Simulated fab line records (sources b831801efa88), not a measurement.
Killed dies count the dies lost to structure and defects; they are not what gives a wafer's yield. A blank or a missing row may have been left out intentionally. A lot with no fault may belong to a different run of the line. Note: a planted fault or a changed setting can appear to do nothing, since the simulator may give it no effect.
The same fault as seen by 2 desks	flow gf180mcu	each desk has only its own numbers; what lay behind them comes last

METROLOGY DESK
What the gauges read for every lot (on any tool): the sampled wafers with a number, averaged. A lot is out of limits, marked OUT, if its mean lies more than 4 standard deviations from the usual mean; the brackets give that distance.
Columns: A = CONTACT_CVD_00_THK at GF_CONTACT_THK_MEAS_01, usual 302 nm; B = V2_CVD_02_THK at GF_V2_THK_MEAS_03, usual 860 nm
lot	first seen here	A	B
L803	day 15 03:25	305	856
L804	day 15 14:10	307	866
L805	day 15 20:20	298	864
L806	day 16 03:56	304	862
L807	day 16 09:48	303	863
L808	day 17 04:17	302	851
L809	day 17 04:35	307	866
L816	day 19 22:23	451 (+32) OUT	857
L817	day 20 09:25	453 (+32) OUT	877
L825	day 23 01:22	304	854
L824	day 23 01:53	301	860
L826	day 23 06:42	301	853
This desk's finding: out of limits on L816, L817; first on L816, day 19 22:23 (CONTACT_CVD_00_THK at GF_CONTACT_THK_MEAS_01). Within limits: L803, L804, L805, L806, L807, L808, L809, L825, L824, L826.

AT THE TOOL OWNER'S DESK: hdpcvd-02
The tool's own readings at GF_CONTACT_CVD_00 (deposits SiO2, target thk 300 nm, time 50 s): means of the sampled wafers that have a number, for each lot that ran on this tool. A lot is out of limits, marked OUT, if its mean lies more than 4 standard deviations from the usual mean; the brackets give that distance.
Columns: A = sih4-flow-sccm at GF_CONTACT_CVD_00, usual 59.98 sccm
lot	first seen here	A
L805	day 15 20:17	60.03
L816	day 19 22:20	90.00 (+99 or more) OUT
L817	day 20 09:22	89.79 (+99 or more) OUT
L824	day 23 01:49	59.91
Finding of this desk: L816, L817 out of limits; the first was L816 at day 19 22:20, on sih4-flow-sccm at GF_CONTACT_CVD_00. Within limits: L805, L824.

TAKEN TOGETHER
An alarm could have come from the tool owner's desk at day 19 22:20, on L816, L817.
L816, L817 would have let the metrology desk raise an alarm at day 19 22:23.
Of the lots named, all ran GF_CONTACT_CVD_00 on hdpcvd-02.

WHAT THE SIMULATOR HAD PUT IN
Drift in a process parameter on hdpcvd-02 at GF_CONTACT_CVD_00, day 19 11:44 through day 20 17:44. From 60, the setting sih4-flow-sccm moved by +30. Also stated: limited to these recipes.
Lots struck among those shown: L816, L817.
Delay (hours) between the fault's onset and each desk's first out-of-limits reading: 11 at the tool owner's desk, 11 at the metrology desk.
